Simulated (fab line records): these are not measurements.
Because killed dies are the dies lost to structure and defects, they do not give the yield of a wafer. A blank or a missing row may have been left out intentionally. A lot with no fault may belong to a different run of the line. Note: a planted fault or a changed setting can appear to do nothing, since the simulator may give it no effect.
A lot that was struck, set against a sound lot :: flow gf180mcu :: 43 out of 602 route steps
Sound: wafers L406.3, L406.5, L406.6. Wafers L409.2, L409.4, L409.6 were the ones struck. The cause is named last.
Per side, at each step with rows, come the tool, then ch with its chambers, and then its first start. Under that, the readings that differ: sound wafers :: struck wafers :: difference of the means :: sigmas: that difference in standard deviations of wafers without a fault.
alike: readings with means less than 2 such deviations apart, plus words and numbers identical on both sides. not compared: withheld readings, readings lacking a value on some wafer, bounds such as >300 that could conceal the same value, and numbers that have no deviation in the record and whose values overlap.
A row with sigmas, a row that says differs or no value, or rows on one side alone: a step with any of these is where the two part. Non-overlapping numbers with no deviation appear without sigmas and do not part them. Lack of a reading on every wafer of one side parts them only where that side has two or more wafers.

first, 1 step without rows for these wafers: GF_LVPWELL_IMPLANT_09.
GF_LVPWELL_STRIP_10: strips in O2/N2.
  sound on plasma-asher-01 ch 0,1, day 4 04:02; struck on plasma-asher-02 ch 1, day 4 20:43
reading: drypump-motor-current-A (A)
sound: 5.2 5.6 5.2
struck: 6.7 6.7 6.7
difference: +1.4
sigmas: +3
  alike: heater-power-w, oes-product-au, strip-time-to-endpoint-s
  not compared: rf-hours-counter-h
GF_LVPWELL_TW_MEAS_11:
  sound on film-metro-01 at day 4 04:07; struck on film-metro-01 at day 4 20:49
  alike: LVPWELL_TW
then, 7 steps without rows for these wafers: GF_MVSD_DEHYDRATE_00 (time 60 s); GF_MVSD_HMDS_01 (prime time 60 s); GF_MVSD_COAT_02 (resist thk 3000 nm); GF_MVSD_SOFTBAKE_03; GF_MVSD_EXPOSE_04 (exposes mask MVSD, target cd 1000 nm); GF_MVSD_PEB_05; GF_MVSD_DEVELOP_06 (develop time 60 s).
GF_MVSD_OVL_MEAS_07:
  sound on overlay-02 at day 4 16:32; struck on overlay-02 at day 5 10:49
  alike: MVSD_OVL
following that, these wafers have no rows for 1 step: GF_MVSD_IMPLANT_08.
GF_MVSD_IMPLANT_09:
  struck on implanter-02, day 5 11:02; sound on implanter-02 ch 0, day 4 16:46
  no value came back on the struck wafers for beam-energy-keV, beam-on-s (s); on the sound wafers beam-energy-keV reads 99.96 100.00 100.01
GF_MVSD_STRIP_10: strips in O2/N2.
  sound on plasma-asher-04 ch 0,1, day 4 16:53; struck on plasma-asher-01 ch 0,1, day 5 11:09
reading: drypump-motor-current-A (A)
sound: 6.2 6.2 5.8
struck: 5.2 5.2 5.6
difference: -0.7
sigmas: -2
  alike: heater-power-w, oes-product-au, strip-time-to-endpoint-s
  not compared: rf-hours-counter-h
GF_MVSD_TW_MEAS_11:
  sound on film-metro-02 at day 4 16:59; struck on film-metro-03 at day 5 11:16
reading: MVSD_TW
sound: 1581 1575 1584
struck: 1542 1543 1529
difference: -42
sigmas: -5
then, 7 steps without rows for these wafers: GF_MVPSD_DEHYDRATE_00 (time 60 s); GF_MVPSD_HMDS_01 (prime time 60 s); GF_MVPSD_COAT_02 (resist thk 3000 nm); GF_MVPSD_SOFTBAKE_03; GF_MVPSD_EXPOSE_04 (exposes mask MVPSD, target cd 1000 nm); GF_MVPSD_PEB_05; GF_MVPSD_DEVELOP_06 (develop time 60 s).
GF_MVPSD_OVL_MEAS_07:
  sound on overlay-01 at day 5 07:05; struck on overlay-01 at day 6 02:07
  alike: MVPSD_OVL
then, 2 steps without rows for these wafers: GF_MVPSD_IMPLANT_08; GF_MVPSD_IMPLANT_09.
GF_MVPSD_STRIP_10: strips in O2/N2.
  sound on plasma-asher-04 ch 0,1, day 5 07:26; struck on plasma-asher-02 ch 0,1, day 6 02:27
  alike: drypump-motor-current-A, heater-power-w, oes-product-au, strip-time-to-endpoint-s
  not compared: rf-hours-counter-h
GF_MVPSD_TW_MEAS_11:
  sound on film-metro-02 at day 5 07:31; struck on film-metro-03 at day 6 02:34
  alike: MVPSD_TW
then, 7 steps without rows for these wafers: GF_VT_IMPLANT_DEHYDRATE_00 (time 60 s); GF_VT_IMPLANT_HMDS_01 (prime time 60 s); GF_VT_IMPLANT_COAT_02 (resist thk 1000 nm); GF_VT_IMPLANT_SOFTBAKE_03 (time 60 s); GF_VT_IMPLANT_EXPOSE_04 (exposes mask LVPWELL LV AREA, target cd 600 nm); GF_VT_IMPLANT_PEB_05; GF_VT_IMPLANT_DEVELOP_06 (develop time 60 s).
GF_VT_IMPLANT_OVL_MEAS_07:
  sound on overlay-02 at day 5 21:44; struck on overlay-01 at day 6 17:37
  alike: VT_IMPLANT_OVL
following that, these wafers have no rows for 1 step: GF_VT_IMPLANT_IMPLANT_08.
GF_VT_IMPLANT_STRIP_09: strips in O2/N2.
  sound on plasma-asher-01 ch 0,1, day 5 21:56; struck on plasma-asher-01 ch 1, day 6 17:48
reading: strip-time-to-endpoint-s (s)
sound: 12.60 12.58 12.58
struck: 12.65 12.66 12.66
difference: +0.07
sigmas: +2
  alike: drypump-motor-current-A, heater-power-w, oes-product-au
  not compared: rf-hours-counter-h
GF_VT_IMPLANT_TW_MEAS_10:
  sound on film-metro-03 at day 5 22:01; struck on film-metro-04 at day 6 17:55
  alike: VT_IMPLANT_TW
then, 4 steps without rows for these wafers: GF_VT_IMPLANT_DEHYDRATE_11 (time 60 s); GF_VT_IMPLANT_HMDS_12 (prime time 60 s); GF_VT_IMPLANT_COAT_13 (resist thk 1000 nm); GF_VT_IMPLANT_SOFTBAKE_14 (time 60 s).
-- the record jumps here: 2 days lie between the struck wafers' starts before and after --
GF_VT_IMPLANT_RS_MEAS_46: the measuring method here is four-point-probe.
  sound on film-metro-02 at day 7 20:48; struck on film-metro-02 at day 8 19:20
reading: MVSD_RS (ohm/sq)
sound: 455.2 455.1 455.9
struck: - - -
difference: no value on the struck wafers
sigmas: 

== WHERE THEY PART ==
Last at GF_VT_IMPLANT_RS_MEAS_46 as far as this record goes, first at GF_LVPWELL_STRIP_10.

WHY: the cause the simulator had injected
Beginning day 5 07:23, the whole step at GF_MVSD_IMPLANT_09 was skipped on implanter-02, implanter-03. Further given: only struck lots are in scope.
